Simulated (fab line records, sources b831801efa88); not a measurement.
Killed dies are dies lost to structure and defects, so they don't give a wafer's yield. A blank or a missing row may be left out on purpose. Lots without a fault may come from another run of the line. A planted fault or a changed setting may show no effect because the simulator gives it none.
Problem report in the 8D (eight disciplines) form, filled by code | flow sky130 | the parts of the form that need people (team, actions taken, sign-off) are left out

1. THE PROBLEM
SONOS_TUNNEL_TW at SKY_SONOS_TUNNEL_TW_MEAS_12 reads a mean of 177.5 on 6 wafers of 2 lots; wafers without a fault read 197.7 with a standard deviation of 2.5. That is -8.1 standard deviations from the usual mean.
First seen on wafer L136.1, day 15 22:57, on film_metro-03. The record holds 36 wafers of 12 lots with a number at this step. Rule for "out", or "out of limits": more than 4 standard deviations from the usual mean. The other wafers with a number count as sound.

2. WHAT IT IS AND WHAT IT IS NOT
question                    | is                           | is not
which readings at this step | SONOS_TUNNEL_TW              | -
which lots                  | L136, L140                   | L123, L124, L126, L127, L129, L131, L141, L143, L144, L146
which wafers of those lots  | all that have a number       | -
read on which gauges        | film_metro-02, film_metro-03 | film_metro-04
when                        | from day 15 22:57            | up to then (18 sound wafers); but 12 sound wafers of L141, L143, L144, L146 came after

3. SUSPECTS, AND WHAT RULES EACH OUT
Counting: a tool at a process step up to the reading stays a suspect if it ran every lot that is out and no sound lot after the first of them.
- the gauge at SKY_SONOS_TUNNEL_TW_MEAS_12: ruled out. The wafers that are out were read on 2 gauges (film_metro-02, film_metro-03).
- implanter-02 at SKY_SONOS_TUNNEL_IMPLANT_09: kept. It ran every lot that is out, first L136 (day 15 22:32), and no sound lot after that; its last sound lot up to then is L131 (day 13 23:59).
Left after counting: implanter-02 at SKY_SONOS_TUNNEL_IMPLANT_09.

4. THE CAUSE (what the simulator had put in)
Process parameter drift: implanter-02, from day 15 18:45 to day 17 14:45, at SKY_SONOS_TUNNEL_IMPLANT_09. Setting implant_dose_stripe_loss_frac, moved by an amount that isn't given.
Counting left only this tool.

5. THE CHAIN OF EFFECTS, in route order
Each row: a reading whose mean over the struck wafers that have a number lies more than 3 standard deviations from the usual. Only readings for which the record gives a usual standard deviation are gone through. hours: the time from each lot's start at the first step in this table that gives one to its start at this step, as a median over the lots. sigmas: the change in usual standard deviations.
hours | step                        | reading         | usual | on struck wafers | change | sigmas
0     | SKY_SONOS_TUNNEL_TW_MEAS_12 | SONOS_TUNNEL_TW | 197.7 | 177.5            | -20.2  | -8.1
Later measuring or inspecting steps at which every struck wafer that the step has a row for has a number for every such reading, and none has moved that far: SKY_SONOS_ONO_OVL_MEAS_14.

6. WHAT WOULD HAVE CAUGHT IT SOONER
In this record the first reading out of limits at a measuring or inspecting step was taken at day 15 22:57, 4 hours after the fault began at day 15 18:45.
Of the tool readings at SKY_SONOS_TUNNEL_IMPLANT_09 for which the record gives a usual standard deviation, none was out on any struck wafer, so an alarm limit of 4 standard deviations on them would not have fired.
Of the lots that are out (2), L140 began SKY_SONOS_TUNNEL_IMPLANT_09 on implanter-02 after day 15 22:57. A hold on the tool at that time would have spared it.
